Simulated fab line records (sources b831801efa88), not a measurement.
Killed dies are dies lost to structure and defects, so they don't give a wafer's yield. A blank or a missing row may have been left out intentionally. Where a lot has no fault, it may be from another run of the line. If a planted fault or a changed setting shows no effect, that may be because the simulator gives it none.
A single fault, viewed from 2 desks ; flow gf180mcu ; each desk has only its own numbers; what lay behind them comes last

== AT THE TOOL OWNER'S DESK: lithoTrack-04 ==
The tool's own readings at GF_V5_SOFTBAKE_10 (time 60 s): means of the sampled wafers that have a number, for each lot that ran on this tool. A lot is out of limits, marked OUT, if its mean lies more than 4 standard deviations from the usual mean; the brackets give that distance.
Columns: A = chillPlateTempC at GF_V5_SOFTBAKE_10, usual 23.03 C; B = heaterPowerTotalW at GF_V5_SOFTBAKE_10, usual 93.06 W; C = plateTempC at GF_V5_SOFTBAKE_10, usual 130.03 C
lot;first seen here;A;B;C
L160;day 28 02:00;23.00;93.04;129.95
L159;day 28 05:00;23.05;93.09;129.83
L166;day 30 01:00;22.90;101.98 (+99 or more) OUT;139.60 (+74) OUT
L168;day 30 09:00;23.00;102.02 (+99 or more) OUT;139.65 (+74) OUT
This desk's finding: out of limits on L166, L168; first on L166, day 30 01:00 (heaterPowerTotalW at GF_V5_SOFTBAKE_10). Within limits: L160, L159.

== AT THE METROLOGY DESK ==
Lot by lot, what the gauges showed, no matter which tool ran the lot: averages of those sampled wafers that carry a number. A lot is out of limits, marked OUT, if its mean lies more than 4 standard deviations from the usual mean; the brackets give that distance.
Columns: A = cdNm at GF_M5_CD_MEAS_07, usual 280.2 nm; B = cdNm at GF_V5_CD_MEAS_14, usual 260.0 nm; C = V5_W_THK at GF_V5_THK_MEAS_25, usual 349 nm
lot;first seen here;A;B;C
L156;day 26 06:32;280.8;260.9;346
L160;day 27 15:13;280.7;259.3;352
L159;day 27 18:07;280.7;259.4;342
L161;day 28 00:32;280.8;259.1;348
L165;day 29 03:52;279.3;258.7;347
L166;day 29 14:19;279.8;292.3 (+29) OUT;349
L168;day 29 23:40;280.4;293.6 (+31) OUT;355
L171;day 30 16:55;282.7;259.8;350
L172;day 30 20:49;281.8;262.1;346
L173;day 31 03:05;280.2;258.7;347
L174;day 31 14:42;278.5;260.1;344
L175;day 31 15:55;279.3;260.4;355
L178;day 32 10:38;279.9;259.0;349
L179;day 32 20:34;278.9;260.1;355
This desk's finding: out of limits on L166, L168; first on L166, day 30 10:28 (cdNm at GF_V5_CD_MEAS_14). Within limits: L156, L160, L159, L161, L165, L171, L172, L173, L174, L175, L178, L179.

== PUT TOGETHER ==
An alarm could have come from the tool owner's desk at day 30 01:00, on L166, L168.
On L166, L168, the metrology desk was in a position to raise an alarm at day 30 10:28.
Every lot named ran GF_V5_SOFTBAKE_10 on lithoTrack-04.

== WHAT THE SIMULATOR HAD INSERTED ==
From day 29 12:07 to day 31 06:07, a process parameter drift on lithoTrack-04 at GF_V5_SOFTBAKE_10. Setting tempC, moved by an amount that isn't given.
Lots struck among those shown: L166, L168.
Hours from the fault's start to each desk's first reading out of limits: the tool owner's desk, 13; the metrology desk, 22.
